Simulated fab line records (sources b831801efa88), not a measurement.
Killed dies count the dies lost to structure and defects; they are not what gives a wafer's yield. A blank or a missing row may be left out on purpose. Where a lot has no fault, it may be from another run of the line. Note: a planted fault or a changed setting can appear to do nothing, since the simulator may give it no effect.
Matching of chambers + flow sky130 + 4 sister chambers for SKY_VIA1_ETCH_15 on rie-diel-03
The step etches SiO2 in C4F8/O2/Ar, stops on TiN, target depth 351 nm, time 54 s. 4 wafers are shown with their chamber, then 8 later ones without.

## WAFERS, EACH WITH ITS CHAMBER
| wafer  | chamber | run-length-s (s) |
|--------|---------|------------------|
| L685.6 | 1       | 81.6             |
| L686.5 | 3       | 82.9             |
| L686.6 | 2       | 82.8             |
| L688.4 | 0       | 82.0             |

## WAFERS WITH NO CHAMBER GIVEN
| wafer  | run-length-s (s) |
|--------|------------------|
| L688.5 | 82.3             |
| L688.6 | 82.5             |
| L690.1 | 82.2             |
| L690.5 | 82.1             |
| L690.6 | 81.8             |
| L692.2 | 82.9             |
| L692.5 | 82.8             |
| L692.6 | 82.3             |

## CHAMBER TAKEN BY EACH
| wafer  | from the rows above               | in truth |
|--------|-----------------------------------|----------|
| L688.5 | can't be placed: 0 or 2 or 3 or 1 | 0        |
| L688.6 | can't be placed: 2 or 3 or 0      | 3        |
| L690.1 | can't be placed: 0 or 2 or 1      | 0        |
| L690.5 | can't be placed: 0 or 1           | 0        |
| L690.6 | can't be placed: 0 or 1           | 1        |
| L692.2 | can't be placed: 3 or 2           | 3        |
| L692.5 | can't be placed: 2 or 3           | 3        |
| L692.6 | can't be placed: 0 or 2 or 3 or 1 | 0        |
Placed correctly: 0 of 8. Can't be placed from these rows: 8 (the true chamber is among the candidates in 8). Number placed wrongly: 0.
How it was worked out, from the rows above alone: a wafer's distance from a chamber is the root of the sum, over the readings, of the square of ((its reading less the chamber's mean) divided by the reading's scatter). If the next closest chamber is less than 2 further off than the closest, the wafer can't be placed; otherwise it belongs to the closest. The mean given for a chamber averages the wafers shown for that chamber. The scatter (one wafer shown for each chamber): square how far every hidden wafer sits from the nearest shown wafer, average those squares and take the square root.
